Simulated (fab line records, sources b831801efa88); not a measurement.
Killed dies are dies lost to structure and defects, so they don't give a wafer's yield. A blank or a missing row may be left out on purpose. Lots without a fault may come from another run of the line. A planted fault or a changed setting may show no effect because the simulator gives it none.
fab line records | flow sky130
record lots=6 wafers=18 last_day=50
route steps=708 shown POLY_GATE@236 LDD_N@237 PAD_OPEN@708
lots that met no fault: from a run of the same line without faults
start_h: hours from the record's first day to the start of the lot's first wafer shown | wait_h: hours since the lot's step before | " the same as in the row above | L1.1+2: a row that stands for several wafers | - no value, or no start given | * or withheld: withheld | < > ~ a bound
route shown NAME@n: a module of which the file shows steps, and the number in the route of the first | usual: mean/standard deviation of fault-free wafers | same: alike in all rows | chamber/n: place in a boat | sites: the reading at each site | _std_site: their standard deviation | _edge_site: outer sites' mean less inner sites' | radius_mm: how far each site lies from the wafer's centre | mask NAME#n: copy n | behind: the tool/chamber that last shaped the wafer | hold: why the lot was held/for how many hours/how that ended | device: the transistor (n, p or np) that didn't switch | end of line: the same wafers' tests at the end of the route | a step without rows: its recipe alone | killed: dies lost to structure and defects at the first sort, not the wafer's yield | map: a wafer's dies, x killed, . not, _ none there
set.NAME: the setting as run; set.NAME@STEP: as run at that earlier step | model.NAME: the simulator's own value behind a step, which no gauge read
lots at some steps of the route; a table a step, a row a wafer
services: from which hour (start_h, from the record's first day; less than 0 if before it) a tool's chamber was out of use, for how many hours, and why
## steps
# step SKY_POLY_GATE_CD_MEAS_22
# usual cd_nm=149.8/2.8
# columns lot.wafer tool chamber start_h wait_h cd_nm
L695.1 cd_sem-01 - 466.82 0.1 149.5
L695.3 " - " " 152.6
L695.6 " - " " 152.2
L696.1 cd_sem-02 - 466.83 0.1 154.3
L696.2 " - " " 146.4
L696.6 " - " " 152.3
L697.3 cd_sem-02 - 480.23 0.1 150.9
L697.5 " - " " 152.0
L697.6 " - " " 149.2
L702.2 cd_sem-02 - 515.98 0.1 150.7
L702.4 " - " " 146.4
L702.6 " - " " 153.8
L703.1 cd_sem-02 - 530.41 0.1 146.9
L703.5 " - " " 145.7
L703.6 " - " " 155.3
L707.2 cd_sem-02 - 566.58 0.1 152.4
L707.4 " - " " 146.5
L707.6 " - " " 151.1
# step SKY_LDD_N_DEHYDRATE_00
# recipe temp_c=200 time_s=60
# step SKY_LDD_N_HMDS_01
# recipe prime_time_s=60 prime_temp_c=120
# step SKY_LDD_N_COAT_02
# recipe resist=NOVOLAK spin_rpm=3000 resist_thk_nm=300
# step SKY_LDD_N_SOFTBAKE_03
# recipe temp_c=90 time_s=60 resist=NOVOLAK
# step SKY_LDD_N_EXPOSE_04
# recipe mask_id=NTM target_cd_nm=840 na=0.6 source_shape=conventional sigma_outer=0.6 dose_mj=110
# step SKY_LDD_N_PEB_05
# recipe temp_c=withheld time_s=* resist=NOVOLAK
# step SKY_LDD_N_DEVELOP_06
# recipe develop_time_s=60 dev_temp_c=23
# step SKY_LDD_N_OVL_MEAS_07
# usual LDD_N_OVL=-0.3/1.3
# columns lot.wafer tool chamber start_h wait_h LDD_N_OVL[nm]
L695.1 overlay-01 - 496.81 0.1 0.5
L695.3 " - " " -1.5
L695.6 " - " " -0.9
L696.1 overlay-01 - 497.01 0.1 -2.3
L696.2 " - " " -3.2
L696.6 " - " " -2.4
L697.3 overlay-01 - 511.02 0.1 -1.9
L697.5 " - " " -0.3
L697.6 " - " " -1.4
L702.2 overlay-01 - 545.32 0.1 -0.9
L702.4 " - " " 0.0
L702.6 " - " " -1.7
L703.1 overlay-02 - 560.11 0.1 -0.3
L703.5 " - " " -0.6
L703.6 " - " " 0.7
L707.2 overlay-01 - 595.87 0.1 1.0
L707.4 " - " " 3.0
L707.6 " - " " 0.3
# step SKY_LDD_N_IMPLANT_08
# recipe species=As energy_kev=20 dose_cm2=7.5e+13 tilt_deg=withheld rotation_deg=23
# step SKY_LDD_N_IMPLANT_09
# recipe species=As energy_kev=20 dose_cm2=7.5e+13 tilt_deg=withheld rotation_deg=113
# step SKY_LDD_N_IMPLANT_10
# recipe species=As energy_kev=20 dose_cm2=7.5e+13 tilt_deg=withheld rotation_deg=203
# step SKY_LDD_N_IMPLANT_11
# recipe species=As energy_kev=20 dose_cm2=7.5e+13 tilt_deg=withheld rotation_deg=293
# usual beam_energy_keV=20.000/0.0065
# columns lot.wafer tool chamber start_h wait_h beam_energy_keV model.implant.drp_nm
L695.1 implanter-02 0 497.30 0.1 20.005 7.212
L695.3 " 0 " " 20.010 7.212
L695.6 " 0 " " 20.012 7.212
L696.1 implanter-03 0 497.50 0.1 19.997 7.212
L696.2 " 0 " " 20.003 7.212
L696.6 " 0 " " 19.990 7.212
L697.3 implanter-03 0 511.55 0.1 20.006 7.212
L697.5 " 0 " " 20.001 7.212
L697.6 " 0 " " 20.007 7.212
L702.2 implanter-02 0 545.82 0.1 19.550 7.098
L702.4 " 0 " " 19.540 7.098
L702.6 " 0 " " 19.544 7.098
L703.1 implanter-02 0 560.60 0.1 19.548 7.098
L703.5 " 0 " " 19.546 7.098
L703.6 " 0 " " 19.541 7.098
L707.2 implanter-03 0 596.38 0.1 19.999 7.212
L707.4 " 0 " " 19.996 7.212
L707.6 " 0 " " 20.003 7.212
# step SKY_LDD_N_IMPLANT_12
# recipe species=BF2 energy_kev=50 dose_cm2=5e+12 tilt_deg=30 rotation_deg=0
# step SKY_PAD_OPEN_PROBE_99
# usual killed_at_M0_to_M3=43/6.6 killed_at_M4_up=3.0/1.8 killed_at_contacts=24/5.1 killed_at_front_end=16/4.5 killed_at_other=0.3/0.67 killed_dies=86/9.3 killed_open=47/6.9 killed_short=39/6.6
# same gross_dies=492 killed_at_back_side=0
# columns lot.wafer tool chamber start_h wait_h killed_at_M0_to_M3 killed_at_M4_up killed_at_contacts killed_at_front_end killed_at_other killed_dies killed_open killed_short
L695.1 prober-02 - 1134.69 0.1 39 3 24 10 0 76 40 35
L695.3 prober-02 - 1134.79 0.2 32 5 26 15 0 78 41 37
L695.6 prober-02 - 1134.94 0.2 41 1 29 15 0 86 48 38
L696.1 prober-01 - 1137.35 0.1 53 4 23 9 0 89 47 42
L696.2 prober-01 - 1137.40 0.1 47 2 26 13 0 88 47 41
L696.6 prober-01 - 1137.60 0.2 55 1 30 9 0 95 61 34
L697.3 prober-02 - 1147.99 0.2 44 1 33 7 0 85 49 36
L697.5 prober-02 - 1148.09 0.2 44 1 28 13 0 86 48 38
L697.6 prober-02 - 1148.14 0.2 49 2 20 15 0 86 54 32
L702.2 prober-01 - 1167.09 0.1 36 1 17 23 1 78 43 34
L702.4 prober-01 - 1167.19 0.2 38 3 33 26 0 100 51 48
L702.6 prober-01 - 1167.29 0.2 49 3 14 25 2 93 50 40
L703.1 prober-02 - 1174.98 0.1 38 1 27 22 2 90 49 41
L703.5 prober-02 - 1175.18 0.2 48 5 21 14 0 88 52 36
L703.6 prober-02 - 1175.23 0.2 55 2 25 20 0 102 59 42
# killed by level:class
L695.1 METAL1:geometric_particle:short=9 LI_CONTACT:geometric_particle:open=8 VIA3:geometric_particle:open=7 CONTACT:geometric_particle:open=5 VIA1:geometric_particle:open=5 CONTACT:geometric_particle:short=4 METAL2:geometric_particle:short=4 VIA2:geometric_particle:short=4
L695.3 CONTACT:geometric_particle:open=9 VIA1:geometric_particle:open=9 LI_CONTACT:geometric_particle:open=8 POLY_GATE:geometric_particle:short=6 METAL1:geometric_particle:short=6 VIA2:geometric_particle:open=3 SPACER:geometric_particle:short=3 SPACER:geometric_particle:open=3
L695.6 CONTACT:geometric_particle:open=9 VIA1:geometric_particle:open=7 LOCAL_INTERCONNECT:geometric_particle:short=6 CONTACT:geometric_particle:short=6 METAL1:geometric_particle:open=6 FIELD_ISO:geometric_particle:open=5 LI_CONTACT:geometric_particle:open=5 METAL2:geometric_particle:short=5
L696.1 VIA1:geometric_particle:open=12 METAL2:geometric_particle:short=8 METAL1:geometric_particle:short=6 VIA2:geometric_particle:open=6 VIA3:geometric_particle:open=6 LI_CONTACT:geometric_particle:short=5 LI_CONTACT:geometric_particle:open=5 CONTACT:geometric_particle:open=5
L696.2 VIA1:geometric_particle:open=13 CONTACT:geometric_particle:open=10 VIA2:geometric_particle:open=8 LI_CONTACT:geometric_particle:open=7 LOCAL_INTERCONNECT:geometric_particle:short=6 FIELD_ISO:geometric_particle:short=5 METAL1:geometric_particle:short=5 VIA3:geometric_particle:short=5
L696.6 LI_CONTACT:geometric_particle:open=14 VIA1:geometric_particle:open=12 METAL1:geometric_particle:short=9 CONTACT:geometric_particle:open=8 VIA2:geometric_particle:open=7 METAL2:geometric_particle:short=6 VIA3:geometric_particle:open=6 LOCAL_INTERCONNECT:geometric_particle:short=4
L697.3 CONTACT:geometric_particle:open=18 VIA1:geometric_particle:open=15 METAL2:geometric_particle:short=6 LOCAL_INTERCONNECT:geometric_particle:short=5 CONTACT:geometric_particle:short=5 VIA2:geometric_particle:short=5 LI_CONTACT:geometric_particle:open=4 VIA2:geometric_particle:open=4
L697.5 VIA1:geometric_particle:open=12 CONTACT:geometric_particle:open=11 METAL1:geometric_particle:short=9 VIA3:geometric_particle:open=8 LI_CONTACT:geometric_particle:open=7 FIELD_ISO:geometric_particle:open=5 LI_CONTACT:geometric_particle:short=5 CONTACT:geometric_particle:short=5
L697.6 VIA1:geometric_particle:open=10 CONTACT:geometric_particle:open=9 VIA3:geometric_particle:open=9 VIA1:geometric_particle:short=6 LI_CONTACT:geometric_particle:open=5 METAL2:geometric_particle:short=5 VIA2:geometric_particle:open=5 FIELD_ISO:geometric_particle:open=3
L702.2 VIA1:geometric_particle:open=10 LI_CONTACT:geometric_particle:open=6 VIA2:geometric_particle:short=6 FIELD_ISO:geometric_particle:open=4 POLY_GATE:geometric_particle:short=4 POLY_GATE:geometric_particle:open=4 VIA3:geometric_particle:open=4 METAL1:geometric_particle:short=4
L702.4 VIA1:geometric_particle:open=11 POLY_GATE:geometric_particle:open=10 CONTACT:geometric_particle:open=9 LOCAL_INTERCONNECT:geometric_particle:short=8 LI_CONTACT:geometric_particle:open=6 POLY_GATE:geometric_particle:short=5 LI_CONTACT:geometric_particle:short=5 VIA2:geometric_particle:open=5
L702.6 VIA1:geometric_particle:open=14 FIELD_ISO:geometric_particle:short=7 VIA3:geometric_particle:open=7 FIELD_ISO:geometric_particle:open=6 VIA1:geometric_particle:short=6 VIA2:geometric_particle:open=5 POLY_GATE:geometric_particle:short=4 POLY_GATE:geometric_particle:open=4
L703.1 LI_CONTACT:geometric_particle:open=10 CONTACT:geometric_particle:open=8 FIELD_ISO:geometric_particle:open=7 FIELD_ISO:geometric_particle:short=7 VIA1:geometric_particle:open=7 LOCAL_INTERCONNECT:geometric_particle:short=5 VIA1:geometric_particle:short=5 VIA2:geometric_particle:open=5
L703.5 VIA1:geometric_particle:open=11 VIA3:geometric_particle:open=8 VIA2:geometric_particle:open=8 POLY_GATE:geometric_particle:open=5 LI_CONTACT:geometric_particle:open=5 CONTACT:geometric_particle:open=5 METAL2:geometric_particle:short=5 LOCAL_INTERCONNECT:geometric_particle:short=4
L703.6 VIA1:geometric_particle:open=13 METAL2:geometric_particle:short=12 CONTACT:geometric_particle:open=10 LI_CONTACT:geometric_particle:open=7 VIA2:geometric_particle:open=7 VIA3:geometric_particle:open=6 FIELD_ISO:geometric_particle:open=5 VIA1:geometric_particle:short=5
## services
# columns tool chamber start_h hours kind
implanter-03 - 487.36 4.8 pm
## key
first_sign step=SKY_LDD_N_IMPLANT_11 reading=beam_energy_keV direction=down sigmas=70 usual=* struck=*
effect none on later readings
model_effect step=SKY_LDD_N_IMPLANT_11 value=implant.drp_nm without=7.212 struck=7.098
met_at SKY_LDD_N_IMPLANT_11
struck_wafers L702.2,L702.4,L702.6,L703.1,L703.5,L703.6
tester_left_out L702,L703
onset_between 497.30 545.82
fault kind=process_parameter_drift tool=implanter-02 chamber=- onset_h=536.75 steps=SKY_LDD_N_IMPLANT_11 channel=energy_kev offset=* shape=step end_h=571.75 acts_in=* stated=*
# tester_left_out: of these lots the tester's yield and bins aren't shown, on N5 and GAA mostly nor the transistor test; their killed dies are dies lost to structure and defects alone, not to doping, threshold or leakage, so they don't give the yield
